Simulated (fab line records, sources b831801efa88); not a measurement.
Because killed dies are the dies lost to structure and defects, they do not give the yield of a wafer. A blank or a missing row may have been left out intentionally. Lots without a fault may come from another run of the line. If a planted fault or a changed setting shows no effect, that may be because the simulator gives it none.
fab line records :: flow gf180mcu
record
  lots=14
  wafers=42
  lastDay=33
route steps=602 shown HV_LDD@182 M1@320 V1@360 M2@362
lots with no fault: from the same line, run without faults
startH: hours from the record's opening day to when the first of the lot's shown wafers began :: waitH: hours since the lot's step before :: " same as the row above :: L1.1+2: a single row standing in for several wafers :: - no value, or no start was given :: * or withheld: withheld :: < > ~ a bound
route shown NAME@n: names a module that has steps shown in the file, with the first one's number in the route :: usual: the fault-free wafers' mean and standard deviation :: same: alike in all rows :: chamber/n: place in a boat :: sites: per-site readings :: _std_site: their standard deviation :: _edge_site: the outer-site mean with the inner-site mean subtracted :: radiusMm: how far each site lies from the wafer's centre :: mask NAME#n: copy n :: behind: the tool/chamber that last shaped the wafer :: hold: reason for holding the lot/hours on hold/outcome of the hold :: device: names the non-switching transistor (n, p or np) :: end of line: tests run on the same wafers once the route is complete :: where a step has no rows: the recipe by itself :: killed: dies lost to structure and defects at the first sort, not the wafer's yield :: map: dies across one wafer; x = killed, . = not, _ = none there
set.NAME: the setting that was run; set.NAME@STEP: the one run at that earlier step :: model.NAME: the simulator's own value behind a step, which no gauge read
route steps across a sampled set of lots; one table per step, one row per wafer
services: when a tool's chamber went out of use (startH, in hours from the record's first day, below 0 if earlier), for how many hours, and the reason
## steps
# step GF_HV_LDD_DEVELOP_06
# recipe
  developTimeS=60
  devTempC=23
# usual
  chillPlateTempC=23.00/0.11
  developTimeS=60/0
lot.wafer: L883.4
tool: lithoTrack-04
chamber: 0
startH: 219.47
waitH: 0.1
chillPlateTempC: 22.96
developTimeS: 60

lot.wafer: L883.5
tool: lithoTrack-04
chamber: 0
startH: 219.47
waitH: 0.1
chillPlateTempC: 22.97
developTimeS: 60

lot.wafer: L883.6
tool: lithoTrack-04
chamber: 0
startH: 219.47
waitH: 0.1
chillPlateTempC: 23.07
developTimeS: 60

lot.wafer: L884.1
tool: lithoTrack-02
chamber: 0
startH: 229.90
waitH: 0.1
chillPlateTempC: 22.92
developTimeS: 60

lot.wafer: L884.2
tool: lithoTrack-02
chamber: 0
startH: 229.90
waitH: 0.1
chillPlateTempC: 22.76
developTimeS: 60

lot.wafer: L884.5
tool: lithoTrack-02
chamber: 0
startH: 229.90
waitH: 0.1
chillPlateTempC: 22.86
developTimeS: 60

lot.wafer: L885.1
tool: lithoTrack-02
chamber: 0
startH: 237.25
waitH: 0.1
chillPlateTempC: 23.34
developTimeS: 60

lot.wafer: L885.4
tool: lithoTrack-02
chamber: 0
startH: 237.25
waitH: 0.1
chillPlateTempC: 23.01
developTimeS: 60

lot.wafer: L885.6
tool: lithoTrack-02
chamber: 0
startH: 237.25
waitH: 0.1
chillPlateTempC: 23.34
developTimeS: 60

lot.wafer: L886.2
tool: lithoTrack-02
chamber: 0
startH: 242.98
waitH: 0.1
chillPlateTempC: 23.10
developTimeS: 60

lot.wafer: L886.5
tool: lithoTrack-02
chamber: 0
startH: 242.98
waitH: 0.1
chillPlateTempC: 22.90
developTimeS: 60

lot.wafer: L886.6
tool: lithoTrack-02
chamber: 0
startH: 242.98
waitH: 0.1
chillPlateTempC: 22.90
developTimeS: 60

lot.wafer: L887.2
tool: lithoTrack-02
chamber: 0
startH: 250.08
waitH: 0.1
chillPlateTempC: 23.13
developTimeS: 60

lot.wafer: L887.3
tool: lithoTrack-02
chamber: 0
startH: 250.08
waitH: 0.1
chillPlateTempC: 22.88
developTimeS: 60

lot.wafer: L887.5
tool: lithoTrack-02
chamber: 0
startH: 250.08
waitH: 0.1
chillPlateTempC: 23.10
developTimeS: 60

lot.wafer: L889.3
tool: lithoTrack-02
chamber: 0
startH: 266.70
waitH: 0.1
chillPlateTempC: 22.88
developTimeS: 60

lot.wafer: L889.4
tool: lithoTrack-02
chamber: 0
startH: 266.70
waitH: 0.1
chillPlateTempC: 22.80
developTimeS: 60

lot.wafer: L889.5
tool: lithoTrack-02
chamber: 0
startH: 266.70
waitH: 0.1
chillPlateTempC: 23.12
developTimeS: 60

lot.wafer: L890.1
tool: lithoTrack-04
chamber: 0
startH: 274.70
waitH: 0.1
chillPlateTempC: 22.87
developTimeS: 60

lot.wafer: L890.3
tool: lithoTrack-04
chamber: 0
startH: 274.70
waitH: 0.1
chillPlateTempC: 22.98
developTimeS: 60

lot.wafer: L890.4
tool: lithoTrack-04
chamber: 0
startH: 274.70
waitH: 0.1
chillPlateTempC: 22.98
developTimeS: 60

lot.wafer: L892.2
tool: lithoTrack-04
chamber: 0
startH: 301.02
waitH: 0.1
chillPlateTempC: 22.93
developTimeS: 60

lot.wafer: L892.5
tool: lithoTrack-04
chamber: 0
startH: 301.02
waitH: 0.1
chillPlateTempC: 23.06
developTimeS: 60

lot.wafer: L892.6
tool: lithoTrack-04
chamber: 0
startH: 301.02
waitH: 0.1
chillPlateTempC: 23.12
developTimeS: 60

lot.wafer: L895.1
tool: lithoTrack-02
chamber: 0
startH: 311.85
waitH: 0.1
chillPlateTempC: 23.17
developTimeS: 60

lot.wafer: L895.2
tool: lithoTrack-02
chamber: 0
startH: 311.85
waitH: 0.1
chillPlateTempC: 23.13
developTimeS: 60

lot.wafer: L895.6
tool: lithoTrack-02
chamber: 0
startH: 311.85
waitH: 0.1
chillPlateTempC: 22.85
developTimeS: 60

lot.wafer: L896.2
tool: lithoTrack-04
chamber: -
startH: 322.87
waitH: 0.1
chillPlateTempC: -
developTimeS: -

lot.wafer: L896.3
tool: lithoTrack-04
chamber: -
startH: 322.87
waitH: 0.1
chillPlateTempC: -
developTimeS: -

lot.wafer: L896.6
tool: lithoTrack-04
chamber: -
startH: 322.87
waitH: 0.1
chillPlateTempC: -
developTimeS: -

lot.wafer: L897.2
tool: lithoTrack-01
chamber: -
startH: 334.59
waitH: 0.1
chillPlateTempC: -
developTimeS: -

lot.wafer: L897.3
tool: lithoTrack-01
chamber: -
startH: 334.59
waitH: 0.1
chillPlateTempC: -
developTimeS: -

lot.wafer: L897.6
tool: lithoTrack-01
chamber: -
startH: 334.59
waitH: 0.1
chillPlateTempC: -
developTimeS: -

lot.wafer: L898.1
tool: lithoTrack-01
chamber: 0
startH: 339.71
waitH: 0.1
chillPlateTempC: 23.07
developTimeS: 60

lot.wafer: L898.2
tool: lithoTrack-01
chamber: 0
startH: 339.71
waitH: 0.1
chillPlateTempC: 23.12
developTimeS: 60

lot.wafer: L898.3
tool: lithoTrack-01
chamber: 0
startH: 339.71
waitH: 0.1
chillPlateTempC: 23.00
developTimeS: 60

lot.wafer: L899.2
tool: lithoTrack-04
chamber: 0
startH: 346.32
waitH: 0.1
chillPlateTempC: 22.90
developTimeS: 60

lot.wafer: L899.5
tool: lithoTrack-04
chamber: 0
startH: 346.32
waitH: 0.1
chillPlateTempC: 23.04
developTimeS: 60

lot.wafer: L899.6
tool: lithoTrack-04
chamber: 0
startH: 346.32
waitH: 0.1
chillPlateTempC: 22.88
developTimeS: 60

lot.wafer: L901.1
tool: lithoTrack-04
chamber: 0
startH: 361.29
waitH: 0.1
chillPlateTempC: 23.03
developTimeS: 60

lot.wafer: L901.3
tool: lithoTrack-04
chamber: 0
startH: 361.29
waitH: 0.1
chillPlateTempC: 22.94
developTimeS: 60

lot.wafer: L901.5
tool: lithoTrack-04
chamber: 0
startH: 361.29
waitH: 0.1
chillPlateTempC: 22.89
developTimeS: 60
# step GF_M1_RS_MEAS_05
# recipe
  thkMeasGauge=four-point-probe
  reads=TiN_of_M1_SPUTTER_04+Ti_of_M1_SPUTTER_03+AlCu_of_M1_SPUTTER_02+TiN_of_M1_SPUTTER_01+Ti_of_M1_SPUTTER_00
# usual
  M1_ALCU_RS=0.0699/0.0011
lot.wafer: L883.4
tool: filmMetro-01
chamber: -
startH: 366.23
waitH: 0.1
M1_ALCU_RS[ohm/sq]: 0.0680

lot.wafer: L883.5
tool: filmMetro-01
chamber: -
startH: 366.23
waitH: 0.1
M1_ALCU_RS[ohm/sq]: 0.0682

lot.wafer: L883.6
tool: filmMetro-01
chamber: -
startH: 366.23
waitH: 0.1
M1_ALCU_RS[ohm/sq]: 0.0703

lot.wafer: L884.1
tool: filmMetro-04
chamber: -
startH: 381.24
waitH: 0.0
M1_ALCU_RS[ohm/sq]: 0.0676

lot.wafer: L884.2
tool: filmMetro-04
chamber: -
startH: 381.24
waitH: 0.0
M1_ALCU_RS[ohm/sq]: 0.0698

lot.wafer: L884.5
tool: filmMetro-04
chamber: -
startH: 381.24
waitH: 0.0
M1_ALCU_RS[ohm/sq]: 0.0673

lot.wafer: L885.1
tool: filmMetro-04
chamber: -
startH: 391.10
waitH: 0.0
M1_ALCU_RS[ohm/sq]: 0.0687

lot.wafer: L885.4
tool: filmMetro-04
chamber: -
startH: 391.10
waitH: 0.0
M1_ALCU_RS[ohm/sq]: 0.0701

lot.wafer: L885.6
tool: filmMetro-04
chamber: -
startH: 391.10
waitH: 0.0
M1_ALCU_RS[ohm/sq]: 0.0691

lot.wafer: L886.2
tool: filmMetro-01
chamber: -
startH: 396.90
waitH: 0.0
M1_ALCU_RS[ohm/sq]: 0.0712

lot.wafer: L886.5
tool: filmMetro-01
chamber: -
startH: 396.90
waitH: 0.0
M1_ALCU_RS[ohm/sq]: 0.0724

lot.wafer: L886.6
tool: filmMetro-01
chamber: -
startH: 396.90
waitH: 0.0
M1_ALCU_RS[ohm/sq]: 0.0709

lot.wafer: L887.2
tool: filmMetro-04
chamber: -
startH: 406.77
waitH: 0.0
M1_ALCU_RS[ohm/sq]: 0.0697

lot.wafer: L887.3
tool: filmMetro-04
chamber: -
startH: 406.77
waitH: 0.0
M1_ALCU_RS[ohm/sq]: 0.0692

lot.wafer: L887.5
tool: filmMetro-04
chamber: -
startH: 406.77
waitH: 0.0
M1_ALCU_RS[ohm/sq]: 0.0707

lot.wafer: L889.3
tool: filmMetro-01
chamber: -
startH: 426.06
waitH: 0.1
M1_ALCU_RS[ohm/sq]: 0.0706

lot.wafer: L889.4
tool: filmMetro-01
chamber: -
startH: 426.06
waitH: 0.1
M1_ALCU_RS[ohm/sq]: 0.0714

lot.wafer: L889.5
tool: filmMetro-01
chamber: -
startH: 426.06
waitH: 0.1
M1_ALCU_RS[ohm/sq]: 0.0712

lot.wafer: L890.1
tool: filmMetro-01
chamber: -
startH: 437.93
waitH: 0.0
M1_ALCU_RS[ohm/sq]: 0.0703

lot.wafer: L890.3
tool: filmMetro-01
chamber: -
startH: 437.93
waitH: 0.0
M1_ALCU_RS[ohm/sq]: 0.0701

lot.wafer: L890.4
tool: filmMetro-01
chamber: -
startH: 437.93
waitH: 0.0
M1_ALCU_RS[ohm/sq]: 0.0708

lot.wafer: L892.2
tool: filmMetro-01
chamber: -
startH: 465.74
waitH: 0.0
M1_ALCU_RS[ohm/sq]: 0.0691

lot.wafer: L892.5
tool: filmMetro-01
chamber: -
startH: 465.74
waitH: 0.0
M1_ALCU_RS[ohm/sq]: 0.0707

lot.wafer: L892.6
tool: filmMetro-01
chamber: -
startH: 465.74
waitH: 0.0
M1_ALCU_RS[ohm/sq]: 0.0686

lot.wafer: L895.1
tool: filmMetro-04
chamber: -
startH: 479.67
waitH: 0.0
M1_ALCU_RS[ohm/sq]: 0.0699

lot.wafer: L895.2
tool: filmMetro-04
chamber: -
startH: 479.67
waitH: 0.0
M1_ALCU_RS[ohm/sq]: 0.0684

lot.wafer: L895.6
tool: filmMetro-04
chamber: -
startH: 479.67
waitH: 0.0
M1_ALCU_RS[ohm/sq]: 0.0703

lot.wafer: L898.1
tool: filmMetro-03
chamber: -
startH: 513.11
waitH: 0.0
M1_ALCU_RS[ohm/sq]: 0.0710

lot.wafer: L898.2
tool: filmMetro-03
chamber: -
startH: 513.11
waitH: 0.0
M1_ALCU_RS[ohm/sq]: 0.0688

lot.wafer: L898.3
tool: filmMetro-03
chamber: -
startH: 513.11
waitH: 0.0
M1_ALCU_RS[ohm/sq]: 0.0711

lot.wafer: L899.2
tool: filmMetro-04
chamber: -
startH: 518.51
waitH: 0.0
M1_ALCU_RS[ohm/sq]: 0.0708

lot.wafer: L899.5
tool: filmMetro-04
chamber: -
startH: 518.51
waitH: 0.0
M1_ALCU_RS[ohm/sq]: 0.0712

lot.wafer: L899.6
tool: filmMetro-04
chamber: -
startH: 518.51
waitH: 0.0
M1_ALCU_RS[ohm/sq]: 0.0717

lot.wafer: L901.1
tool: filmMetro-03
chamber: -
startH: 533.43
waitH: 0.0
M1_ALCU_RS[ohm/sq]: 0.0676

lot.wafer: L901.3
tool: filmMetro-03
chamber: -
startH: 533.43
waitH: 0.0
M1_ALCU_RS[ohm/sq]: 0.0694

lot.wafer: L901.5
tool: filmMetro-03
chamber: -
startH: 533.43
waitH: 0.0
M1_ALCU_RS[ohm/sq]: 0.0696
# step GF_V1_THK_MEAS_25
# recipe
  thkMeasGauge=xrf
  reads=W_of_V1_CVD_23
# usual
  V1_W_THK=346/5
lot.wafer: L883.4
tool: filmMetro-02
chamber: -
startH: 414.71
waitH: 0.1
V1_W_THK[nm]: 332

lot.wafer: L883.5
tool: filmMetro-02
chamber: -
startH: 414.71
waitH: 0.1
V1_W_THK[nm]: 337

lot.wafer: L883.6
tool: filmMetro-02
chamber: -
startH: 414.71
waitH: 0.1
V1_W_THK[nm]: 331

lot.wafer: L884.1
tool: filmMetro-02
chamber: -
startH: 431.01
waitH: 0.1
V1_W_THK[nm]: 342

lot.wafer: L884.2
tool: filmMetro-02
chamber: -
startH: 431.01
waitH: 0.1
V1_W_THK[nm]: 345

lot.wafer: L884.5
tool: filmMetro-02
chamber: -
startH: 431.01
waitH: 0.1
V1_W_THK[nm]: 342

lot.wafer: L885.1
tool: filmMetro-02
chamber: -
startH: 441.83
waitH: 0.1
V1_W_THK[nm]: 337

lot.wafer: L885.4
tool: filmMetro-02
chamber: -
startH: 441.83
waitH: 0.1
V1_W_THK[nm]: 343

lot.wafer: L885.6
tool: filmMetro-02
chamber: -
startH: 441.83
waitH: 0.1
V1_W_THK[nm]: 337

lot.wafer: L886.2
tool: filmMetro-01
chamber: -
startH: 446.98
waitH: 0.1
V1_W_THK[nm]: 349

lot.wafer: L886.5
tool: filmMetro-01
chamber: -
startH: 446.98
waitH: 0.1
V1_W_THK[nm]: 347

lot.wafer: L886.6
tool: filmMetro-01
chamber: -
startH: 446.98
waitH: 0.1
V1_W_THK[nm]: 349

lot.wafer: L887.2
tool: filmMetro-02
chamber: -
startH: 457.37
waitH: 0.1
V1_W_THK[nm]: 342

lot.wafer: L887.3
tool: filmMetro-02
chamber: -
startH: 457.37
waitH: 0.1
V1_W_THK[nm]: 340

lot.wafer: L887.5
tool: filmMetro-02
chamber: -
startH: 457.37
waitH: 0.1
V1_W_THK[nm]: 337

lot.wafer: L889.3
tool: filmMetro-01
chamber: -
startH: 477.23
waitH: 0.1
V1_W_THK[nm]: 346

lot.wafer: L889.4
tool: filmMetro-01
chamber: -
startH: 477.23
waitH: 0.1
V1_W_THK[nm]: 348

lot.wafer: L889.5
tool: filmMetro-01
chamber: -
startH: 477.23
waitH: 0.1
V1_W_THK[nm]: 344

lot.wafer: L890.1
tool: filmMetro-04
chamber: -
startH: 488.88
waitH: 0.1
V1_W_THK[nm]: 348

lot.wafer: L890.3
tool: filmMetro-04
chamber: -
startH: 488.88
waitH: 0.1
V1_W_THK[nm]: 345

lot.wafer: L890.4
tool: filmMetro-04
chamber: -
startH: 488.88
waitH: 0.1
V1_W_THK[nm]: 347

lot.wafer: L892.2
tool: filmMetro-04
chamber: -
startH: 517.34
waitH: 0.1
V1_W_THK[nm]: 349

lot.wafer: L892.5
tool: filmMetro-04
chamber: -
startH: 517.34
waitH: 0.1
V1_W_THK[nm]: 346

lot.wafer: L892.6
tool: filmMetro-04
chamber: -
startH: 517.34
waitH: 0.1
V1_W_THK[nm]: 351

lot.wafer: L895.1
tool: filmMetro-04
chamber: -
startH: 528.45
waitH: 0.1
V1_W_THK[nm]: 343

lot.wafer: L895.2
tool: filmMetro-04
chamber: -
startH: 528.45
waitH: 0.1
V1_W_THK[nm]: 353

lot.wafer: L895.6
tool: filmMetro-04
chamber: -
startH: 528.45
waitH: 0.1
V1_W_THK[nm]: 344

lot.wafer: L898.1
tool: filmMetro-04
chamber: -
startH: 562.26
waitH: 0.1
V1_W_THK[nm]: 345

lot.wafer: L898.2
tool: filmMetro-04
chamber: -
startH: 562.26
waitH: 0.1
V1_W_THK[nm]: 346

lot.wafer: L898.3
tool: filmMetro-04
chamber: -
startH: 562.26
waitH: 0.1
V1_W_THK[nm]: 350

lot.wafer: L899.2
tool: filmMetro-04
chamber: -
startH: 567.36
waitH: 0.1
V1_W_THK[nm]: 350

lot.wafer: L899.5
tool: filmMetro-04
chamber: -
startH: 567.36
waitH: 0.1
V1_W_THK[nm]: 356

lot.wafer: L899.6
tool: filmMetro-04
chamber: -
startH: 567.36
waitH: 0.1
V1_W_THK[nm]: 354

lot.wafer: L901.1
tool: filmMetro-01
chamber: -
startH: 580.82
waitH: 0.1
V1_W_THK[nm]: 354

lot.wafer: L901.3
tool: filmMetro-01
chamber: -
startH: 580.82
waitH: 0.1
V1_W_THK[nm]: 352

lot.wafer: L901.5
tool: filmMetro-01
chamber: -
startH: 580.82
waitH: 0.1
V1_W_THK[nm]: 358
# step GF_M2_SPUTTER_00
# recipe
  material=Ti
  targetThkNm=37.5
  arrivingIonEnergyEv=80
  substrateTempC=200
  chamberPressurePa=2
  powerW=4000
  timeS=150
# usual
  substrateTempC=200.01/0.16
  throttleValvePct=30.4/1
lot.wafer: L883.4
tool: pvdSputter-03
chamber: -
startH: 415.04
waitH: 0.2
substrateTempC: 199.89
throttleValvePct: 31.3

lot.wafer: L883.5
tool: pvdSputter-03
chamber: -
startH: 415.04
waitH: 0.2
substrateTempC: 199.90
throttleValvePct: 31.7

lot.wafer: L883.6
tool: pvdSputter-03
chamber: -
startH: 415.04
waitH: 0.2
substrateTempC: 200.15
throttleValvePct: 30.2

lot.wafer: L884.1
tool: pvdSputter-01
chamber: -
startH: 431.37
waitH: 0.1
substrateTempC: 199.56
throttleValvePct: 31.1

lot.wafer: L884.2
tool: pvdSputter-01
chamber: -
startH: 431.37
waitH: 0.1
substrateTempC: 199.81
throttleValvePct: 28.4

lot.wafer: L884.5
tool: pvdSputter-01
chamber: -
startH: 431.37
waitH: 0.1
substrateTempC: 199.78
throttleValvePct: 28.5

lot.wafer: L885.1
tool: pvdSputter-02
chamber: -
startH: 442.19
waitH: 0.1
substrateTempC: 199.94
throttleValvePct: 29.2

lot.wafer: L885.4
tool: pvdSputter-02
chamber: -
startH: 442.19
waitH: 0.1
substrateTempC: 200.09
throttleValvePct: 30.2

lot.wafer: L885.6
tool: pvdSputter-02
chamber: -
startH: 442.19
waitH: 0.1
substrateTempC: 200.00
throttleValvePct: 29.4

lot.wafer: L886.2
tool: pvdSputter-03
chamber: -
startH: 447.33
waitH: 0.1
substrateTempC: 200.21
throttleValvePct: 30.2

lot.wafer: L886.5
tool: pvdSputter-03
chamber: -
startH: 447.33
waitH: 0.1
substrateTempC: 200.08
throttleValvePct: 30.0

lot.wafer: L886.6
tool: pvdSputter-03
chamber: -
startH: 447.33
waitH: 0.1
substrateTempC: 199.90
throttleValvePct: 31.2

lot.wafer: L887.2
tool: pvdSputter-03
chamber: -
startH: 457.72
waitH: 0.2
substrateTempC: 199.90
throttleValvePct: 30.3

lot.wafer: L887.3
tool: pvdSputter-03
chamber: -
startH: 457.72
waitH: 0.2
substrateTempC: 200.10
throttleValvePct: 31.7

lot.wafer: L887.5
tool: pvdSputter-03
chamber: -
startH: 457.72
waitH: 0.2
substrateTempC: 199.91
throttleValvePct: 31.6

lot.wafer: L889.3
tool: pvdSputter-03
chamber: -
startH: 477.57
waitH: 0.2
substrateTempC: 199.75
throttleValvePct: 30.4

lot.wafer: L889.4
tool: pvdSputter-03
chamber: -
startH: 477.57
waitH: 0.2
substrateTempC: 200.07
throttleValvePct: 30.5

lot.wafer: L889.5
tool: pvdSputter-03
chamber: -
startH: 477.57
waitH: 0.2
substrateTempC: 200.16
throttleValvePct: 30.3

lot.wafer: L890.1
tool: pvdSputter-03
chamber: -
startH: 491.71
waitH: 0.2
substrateTempC: 199.80
throttleValvePct: 30.1

lot.wafer: L890.3
tool: pvdSputter-03
chamber: -
startH: 491.71
waitH: 0.2
substrateTempC: 200.06
throttleValvePct: 31.2

lot.wafer: L890.4
tool: pvdSputter-03
chamber: -
startH: 491.71
waitH: 0.2
substrateTempC: 200.29
throttleValvePct: 31.7

lot.wafer: L892.2
tool: pvdSputter-03
chamber: -
startH: 517.69
waitH: 0.2
substrateTempC: 199.79
throttleValvePct: 30.4

lot.wafer: L892.5
tool: pvdSputter-03
chamber: -
startH: 517.69
waitH: 0.2
substrateTempC: 200.18
throttleValvePct: 31.6

lot.wafer: L892.6
tool: pvdSputter-03
chamber: -
startH: 517.69
waitH: 0.2
substrateTempC: 199.88
throttleValvePct: 30.3

lot.wafer: L895.1
tool: pvdSputter-03
chamber: -
startH: 528.81
waitH: 0.1
substrateTempC: 200.23
throttleValvePct: 31.7

lot.wafer: L895.2
tool: pvdSputter-03
chamber: -
startH: 528.81
waitH: 0.1
substrateTempC: 200.13
throttleValvePct: 30.2

lot.wafer: L895.6
tool: pvdSputter-03
chamber: -
startH: 528.81
waitH: 0.1
substrateTempC: 200.02
throttleValvePct: 31.0

lot.wafer: L898.1
tool: pvdSputter-02
chamber: -
startH: 562.62
waitH: 0.1
substrateTempC: 199.82
throttleValvePct: 31.0

lot.wafer: L898.2
tool: pvdSputter-02
chamber: -
startH: 562.62
waitH: 0.1
substrateTempC: 200.15
throttleValvePct: 29.1

lot.wafer: L898.3
tool: pvdSputter-02
chamber: -
startH: 562.62
waitH: 0.1
substrateTempC: 199.85
throttleValvePct: 30.4

lot.wafer: L899.2
tool: pvdSputter-03
chamber: -
startH: 567.71
waitH: 0.2
substrateTempC: 200.10
throttleValvePct: 31.6

lot.wafer: L899.5
tool: pvdSputter-03
chamber: -
startH: 567.71
waitH: 0.2
substrateTempC: 200.09
throttleValvePct: 31.7

lot.wafer: L899.6
tool: pvdSputter-03
chamber: -
startH: 567.71
waitH: 0.2
substrateTempC: 199.87
throttleValvePct: 30.2

lot.wafer: L901.1
tool: pvdSputter-02
chamber: -
startH: 581.18
waitH: 0.2
substrateTempC: 200.13
throttleValvePct: 29.2

lot.wafer: L901.3
tool: pvdSputter-02
chamber: -
startH: 581.18
waitH: 0.2
substrateTempC: 200.01
throttleValvePct: 30.9

lot.wafer: L901.5
tool: pvdSputter-02
chamber: -
startH: 581.18
waitH: 0.2
substrateTempC: 200.45
throttleValvePct: 30.1
## services
tool: pvdSputter-03
chamber: -
startH: 209.85
hours: 4.6
kind: repair

tool: pvdSputter-02
chamber: -
startH: 238.48
hours: 0.8
kind: repair

tool: pvdSputter-02
chamber: -
startH: 270.15
hours: 11.4
kind: repair

tool: pvdSputter-02
chamber: -
startH: 274.03
hours: 2.4
kind: repair

tool: pvdSputter-02
chamber: -
startH: 316.62
hours: 0.6
kind: repair

tool: pvdSputter-02
chamber: -
startH: 335.65
hours: 5.9
kind: repair

tool: pvdSputter-03
chamber: -
startH: 348.70
hours: 4.4
kind: repair

tool: pvdSputter-02
chamber: -
startH: 366.32
hours: 24.3
kind: repair

tool: pvdSputter-01
chamber: -
startH: 392.50
hours: 3.0
kind: repair

tool: pvdSputter-01
chamber: -
startH: 397.37
hours: 7.8
kind: repair

tool: pvdSputter-01
chamber: -
startH: 442.05
hours: 3.8
kind: repair

tool: lithoTrack-02
chamber: -
startH: 447.44
hours: -
kind: consumableReplace:filter

tool: pvdSputter-03
chamber: -
startH: 472.35
hours: 2.2
kind: repair

tool: pvdSputter-02
chamber: -
startH: 481.43
hours: 16.1
kind: repair

tool: lithoTrack-01
chamber: -
startH: 542.24
hours: -
kind: consumableReplace:filter

tool: pvdSputter-03
chamber: -
startH: 570.11
hours: 1.8
kind: repair

tool: pvdSputter-03
chamber: -
startH: 572.90
hours: 6.7
kind: repair
## key
firstSign
  step=GF_HV_LDD_DEVELOP_06
  reading=toolRecord
  direction=missing
effect none on later readings
metAt GF_HV_LDD_DEVELOP_06
struckLots L896,L897
laterRowsLeftOut L896.2,L896.3,L896.6,L897.2,L897.3,L897.6
sortLeftOut L896.2,L896.3,L896.6,L897.2,L897.3,L897.6
testerLeftOut L896,L897
notActingAt GF_M1_RS_MEAS_05,GF_V1_THK_MEAS_25,GF_M2_SPUTTER_00
onsetBetween 301.02 322.87
fault
  kind=skippedStepWhole
  tool=lithoTrack-01,lithoTrack-04
  chamber=-
  onsetH=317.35
  steps=GF_HV_LDD_DEVELOP_06
  scope=struckLotsOnly
# testerLeftOut: of these lots the tester's yield and bins aren't shown, on N5 and GAA mostly nor the transistor test; their killed dies are dies lost to structure and defects alone, not to doping, threshold or leakage, so they don't give the yield
# sortLeftOut: the simulated sort isn't trusted on such a fault, so these wafers' sort isn't shown, and their yield isn't known
# laterRowsLeftOut: the simulator's readings of these wafers behind a module that went badly wrong aren't trusted and aren't shown, but for the sort
